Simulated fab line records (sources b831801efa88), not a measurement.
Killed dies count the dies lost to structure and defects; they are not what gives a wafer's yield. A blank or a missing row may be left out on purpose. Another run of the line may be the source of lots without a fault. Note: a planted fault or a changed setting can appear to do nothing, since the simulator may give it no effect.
fab line records | flow sky130
[record] lots = 12 wafers = 36 lastDay = 50
route steps=708 shown SONOS_ONO@171 GATE_OXIDE@194 RES_PROTECT@214
lots that met no fault: from a run of the same line without faults
startH: the number of hours between the record's first day and the start of the first shown wafer of the lot | waitH: hours elapsed since this lot's preceding step | " unchanged from the row above | L1.1+2: a row that stands for several wafers | - no value, or no start given | * or withheld: withheld | < > ~ a bound
route shown NAME@n: a module of which the file shows steps, and the number in the route of the first | usual: average and standard deviation across the fault-free wafers | same: alike in all rows | chamber/n: place in a boat | sites: readings site by site | _std_site: the values' standard deviation | _edge_site: the outer-site mean with the inner-site mean subtracted | radiusMm: for every site, how far away it sits from the centre of the wafer | mask NAME#n: copy n | behind: tool/chamber where the wafer was last shaped | hold: what put the lot on hold/how long, in hours/how the hold closed | device: the transistor (n, p or np) that didn't switch | end of line: the same wafers' tests at the end of the route | where a step has no rows: the recipe by itself | killed: at the first sort, the dies lost to defects and structure; wafer yield is something else | map: dies across one wafer; x = killed, . = not, _ = none there
set.NAME: setting as actually run; set.NAME@STEP: the setting as run at that earlier step | model.NAME: the simulator's own value behind a step, which no gauge read
one table for each step of the route and one row for each wafer, over a sample of lots
services: from which hour (startH, from the record's first day; less than 0 if before it) a tool's chamber was out of use, for how many hours, and why
[[steps]]
[step SKY_SONOS_ONO_THK_MEAS_03]
[recipe] reads = Si3N4_of_SONOS_ONO_CVD_02
[usual] SONOS_ONO_CVD_02_THK = 10.55/0.16
// columns lot.wafer tool chamber startH waitH SONOS_ONO_CVD_02_THK[nm]
L211.2 filmMetro-04 - 258.24 0.0 10.78
L211.4 " - " " 11.02
L211.6 " - " " 10.71
L212.1 filmMetro-02 - 264.57 0.0 10.56
L212.2 " - " " 10.70
L212.4 " - " " 10.57
L213.2 filmMetro-01 - 268.84 0.0 10.68
L213.3 " - " " 10.65
L213.4 " - " " 10.81
L215.1 filmMetro-04 - 279.08 0.0 10.44
L215.5 " - " " 10.50
L215.6 " - " " 10.61
L216.4 filmMetro-04 - 291.73 0.0 10.59
L216.5 " - " " 10.46
L216.6 " - " " 10.49
L218.2 filmMetro-04 - 306.50 0.0 10.47
L218.4 " - " " 10.38
L218.6 " - " " 10.47
L219.1 filmMetro-02 - 317.71 0.0 10.65
L219.4 " - " " 10.59
L219.6 " - " " 10.48
L223.2 filmMetro-02 - 347.55 0.0 10.66
L223.4 " - " " 10.61
L223.6 " - " " 10.66
L227.1 filmMetro-04 - 376.75 0.0 10.54
L227.4 " - " " 10.58
L227.6 " - " " 10.65
L229.1 filmMetro-02 - 390.28 0.0 10.52
L229.3 " - " " 10.62
L229.4 " - " " 10.54
L231.1 filmMetro-02 - 406.15 0.0 10.46
L231.4 " - " " 10.62
L231.6 " - " " 10.55
L232.1 filmMetro-04 - 418.01 0.0 10.41
L232.2 " - " " 10.37
L232.5 " - " " 10.39
[step SKY_SONOS_ONO_CD_MEAS_13]
[recipe] targetCdNm = 410
[usual] cdNm = 409.9/2.4
// columns lot.wafer tool chamber startH waitH cdNm
L211.2 cdSem-02 - 283.63 0.1 410.7
L211.4 " - " " 413.0
L211.6 " - " " 410.7
L212.1 cdSem-02 - 290.81 0.1 410.6
L212.2 " - " " 407.6
L212.4 " - " " 410.2
L213.2 cdSem-02 - 295.19 0.1 411.3
L213.3 " - " " 412.7
L213.4 " - " " 410.8
L215.1 cdSem-02 - 306.66 0.1 409.8
L215.5 " - " " 409.9
L215.6 " - " " 410.8
L216.4 cdSem-02 - 318.67 0.1 407.8
L216.5 " - " " 406.2
L216.6 " - " " 407.0
L218.2 cdSem-01 - 334.38 0.1 415.8
L218.4 " - " " 414.8
L218.6 " - " " 413.3
L219.1 cdSem-02 - 346.46 0.1 413.7
L219.4 " - " " 411.6
L219.6 " - " " 410.7
L223.2 cdSem-01 - 377.98 0.1 408.0
L223.4 " - " " 409.6
L223.6 " - " " 408.3
L227.1 cdSem-02 - 406.66 0.1 406.7
L227.4 " - " " 404.4
L227.6 " - " " 403.7
L229.1 cdSem-02 - 421.11 0.1 408.6
L229.3 " - " " 409.8
L229.4 " - " " 409.6
L231.1 cdSem-02 - 438.06 0.1 408.8
L231.4 " - " " 410.4
L231.6 " - " " 409.0
L232.1 cdSem-02 - 450.57 0.1 405.1
L232.2 " - " " 405.7
L232.5 " - " " 404.0
[step SKY_GATE_OXIDE_EXPOSE_07]
[recipe] maskId = LVOM na = 0.6 sourceShape = conventional sigmaOuter = 0.6 polarization = unpolarized targetCdNm = 600 doseMj = 170
[usual] exposureDoseMJCm2 = 169.98/0.17
// columns lot.wafer tool chamber startH waitH mask exposureDoseMJCm2
L211.2 ilineStepper-02 0 298.40 - LVOM#0 169.90
L211.4 " 0 " " LVOM#0 169.99
L211.6 " 0 " " LVOM#0 169.88
L212.1 ilineStepper-01 0 305.92 - LVOM#0 170.16
L212.2 " 0 " " LVOM#0 170.22
L212.4 " 0 " " LVOM#0 169.86
L213.2 ilineStepper-01 0 311.03 - LVOM#0 170.60
L213.3 " 0 " " LVOM#0 170.37
L213.4 " 0 " " LVOM#0 170.02
L215.1 ilineStepper-01 0 322.53 - LVOM#0 170.13
L215.5 " 0 " " LVOM#0 170.22
L215.6 " 0 " " LVOM#0 170.08
L216.4 ilineStepper-01 0 334.12 - LVOM#0 169.85
L216.5 " 0 " " LVOM#0 169.82
L216.6 " 0 " " LVOM#0 169.89
L218.2 ilineStepper-01 0 352.00 - LVOM#0 169.91
L218.4 " 0 " " LVOM#0 170.36
L218.6 " 0 " " LVOM#0 169.85
L219.1 ilineStepper-01 0 361.93 - LVOM#0 170.07
L219.4 " 0 " " LVOM#0 170.07
L219.6 " 0 " " LVOM#0 169.99
L223.2 ilineStepper-02 0 394.38 - LVOM#0 169.61
L223.4 " 0 " " LVOM#0 169.79
L223.6 " 0 " " LVOM#0 169.60
L227.1 ilineStepper-02 0 423.80 - LVOM#0 169.85
L227.4 " 0 " " LVOM#0 169.82
L227.6 " 0 " " LVOM#0 169.90
L229.1 ilineStepper-02 0 439.61 - LVOM#0 169.89
L229.3 " 0 " " LVOM#0 170.14
L229.4 " 0 " " LVOM#0 169.90
L231.1 ilineStepper-02 0 455.28 - LVOM#0 170.09
L231.4 " 0 " " LVOM#0 170.07
L231.6 " 0 " " LVOM#0 169.94
L232.1 ilineStepper-02 0 467.56 - LVOM#0 169.90
L232.2 " 0 " " LVOM#0 169.78
L232.5 " 0 " " LVOM#0 169.99
[step SKY_GATE_OXIDE_OVL_MEAS_10]
[usual] GATE_OXIDE_OVL = 0.1/1.2
// columns lot.wafer tool chamber startH waitH GATE_OXIDE_OVL[nm]
L211.2 overlay-01 - 311.04 0.1 -0.2
L211.4 " - " " -0.7
L211.6 " - " " 0.3
L212.1 overlay-02 - 319.28 0.1 -1.2
L212.2 " - " " 0.3
L212.4 " - " " -1.5
L213.2 overlay-01 - 324.09 0.1 0.5
L213.3 " - " " -1.4
L213.4 " - " " -0.4
L215.1 overlay-02 - 335.58 0.1 -93.3
L215.5 " - " " -93.1
L215.6 " - " " -92.3
L216.4 overlay-01 - 347.98 0.1 -93.2
L216.5 " - " " -92.2
L216.6 " - " " -92.3
L218.2 overlay-02 - 365.46 0.1 -92.0
L218.4 " - " " -92.7
L218.6 " - " " -92.5
L219.1 overlay-02 - 375.86 0.1 -94.2
L219.4 " - " " -93.0
L219.6 " - " " -93.0
L223.2 overlay-02 - 408.91 0.1 0.6
L223.4 " - " " 1.6
L223.6 " - " " 0.6
L227.1 overlay-01 - 439.01 0.1 1.7
L227.4 " - " " 0.9
L227.6 " - " " 2.3
L229.1 overlay-02 - 454.83 0.1 -0.2
L229.3 " - " " 0.9
L229.4 " - " " 2.3
L231.1 overlay-02 - 470.43 0.1 -0.4
L231.4 " - " " 0.4
L231.6 " - " " 1.2
L232.1 overlay-02 - 482.93 0.1 1.4
L232.2 " - " " 1.3
L232.5 " - " " 0.2
[step SKY_RES_PROTECT_STRIP_07]
[recipe] chemistry = O2/N2 powerW = 1400 pressureMtorr = 1500 platenTempC = withheld o2FlowSccm = 3000 n2FlowSccm = 300 overashFraction = 0.5
[usual] drypumpMotorCurrentA = 5.8/0.48 o2FlowSccm = 3000/9.4 oesProductAu = 0.518/0.0049 stripTimeToEndpointS = 23.30/0.047
// columns lot.wafer tool chamber startH waitH drypumpMotorCurrentA o2FlowSccm oesProductAu rfHoursCounterH stripTimeToEndpointS
L211.2 plasmaAsher-04 0 343.13 0.1 5.9 2998 0.509 65 23.27
L211.4 " 0 " " 5.9 3014 0.522 - 23.33
L211.6 " 0 " " 5.9 3001 0.527 - 23.31
L212.1 plasmaAsher-02 0 350.31 0.1 5.1 3011 0.524 63 23.39
L212.2 " 1 " " 6.4 2979 0.523 63 23.35
L212.4 " 0 " " 5.1 2995 0.524 - 23.37
L213.2 plasmaAsher-01 1 354.66 0.1 5.2 2990 0.518 53 23.34
L213.3 " 0 " " 6.1 3008 0.519 - 23.28
L213.4 " 1 " " 5.2 3003 0.520 - 23.32
L215.1 plasmaAsher-02 1 367.92 0.1 6.4 2996 0.517 65 23.35
L215.5 " 0 " " 5.1 3006 0.514 - 23.35
L215.6 " 1 " " 6.4 2987 0.524 - 23.32
L216.4 plasmaAsher-04 1 380.20 0.1 5.8 2995 0.519 - 23.26
L216.5 " 1 " " 5.8 2992 0.523 - 23.36
L216.6 " 0 " " 5.9 3011 0.513 - 23.33
L218.2 plasmaAsher-04 0 398.27 0.1 5.9 2999 0.517 71 23.29
L218.4 " 0 " " 5.9 2995 0.515 - 23.25
L218.6 " 0 " " 5.9 3000 0.512 - 23.29
L219.1 plasmaAsher-02 0 408.62 0.1 5.1 3006 0.522 69 23.30
L219.4 " 0 " " 5.1 2994 0.518 - 23.32
L219.6 " 0 " " 5.1 2994 0.518 - 23.32
L223.2 plasmaAsher-01 1 444.53 0.1 5.3 2994 0.512 63 23.32
L223.4 " 1 " " 5.3 3019 0.518 - 23.30
L223.6 " 0 " " 6.1 2994 0.519 - 23.31
L227.1 plasmaAsher-04 0 474.17 0.1 6.0 3000 0.525 5 23.31
L227.4 " 1 " " 5.7 3010 0.515 - 23.34
L227.6 " 1 " " 5.8 3009 0.522 - 23.22
L229.1 plasmaAsher-02 1 489.11 0.1 6.4 3011 0.519 76 23.27
L229.3 " 1 " " 6.4 2999 0.521 - 23.26
L229.4 " 0 " " 5.1 3009 0.522 - 23.33
L231.1 plasmaAsher-01 0 505.78 0.1 6.1 3007 0.510 68 23.24
L231.4 " 1 " " 5.2 3003 0.524 - 23.30
L231.6 " 1 " " 5.2 3009 0.522 - 23.27
L232.1 plasmaAsher-04 0 517.67 0.1 5.9 3003 0.516 7 23.21
L232.2 " 1 " " 5.7 3004 0.518 7 23.27
L232.5 " 1 " " 5.7 3012 0.515 - 23.25
[[services]]
// columns tool chamber startH hours kind
plasmaAsher-01 - 274.47 4.6 repair
plasmaAsher-01 - 291.46 4.9 repair
plasmaAsher-04 - 304.45 1.4 repair
plasmaAsher-04 - 321.44 1.1 repair
plasmaAsher-02 - 351.98 2.8 pm
ilineStepper-02 - 361.57 1.7 pm
ilineStepper-02 0 371.80 - calibration
ilineStepper-01 0 403.51 - calibration
plasmaAsher-02 - 421.21 13.7 pm
plasmaAsher-04 - 421.25 9.0 pm
plasmaAsher-04 0 421.25 9.0 ventCycle
plasmaAsher-04 1 421.25 9.0 ventCycle
ilineStepper-01 - 428.75 1.7 pm
plasmaAsher-04 0 430.25 - clean
plasmaAsher-04 1 430.25 - clean
ilineStepper-01 - 450.12 4.7 repair
plasmaAsher-01 - 466.19 2.4 repair
plasmaAsher-04 - 483.96 14.6 pm
plasmaAsher-01 - 493.01 11.0 repair
ilineStepper-02 - 501.87 - calibration
[[key]]
[firstSign] step = SKY_GATE_OXIDE_OVL_MEAS_10 reading = GATE_OXIDE_OVL direction = down sigmas = 80 usual = 0.1 struck = -92.8
effect none on later readings
metAt SKY_GATE_OXIDE_EXPOSE_07
struckLots L215,L216,L218,L219
testerLeftOut L215,L216,L218,L219
notActingAt SKY_SONOS_ONO_THK_MEAS_03,SKY_SONOS_ONO_CD_MEAS_13,SKY_RES_PROTECT_STRIP_07
onsetBetween 311.03 322.53
[fault] kind = scannerMatchingOverlay tool = ilineStepper-01 chamber = - onsetH = 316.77 steps = SKY_GATE_OXIDE_EXPOSE_07 offset = -92.934
// testerLeftOut: of these lots the tester's yield and bins aren't shown, on N5 and GAA mostly nor the transistor test; their killed dies are dies lost to structure and defects alone, not to doping, threshold or leakage, so they don't give the yield
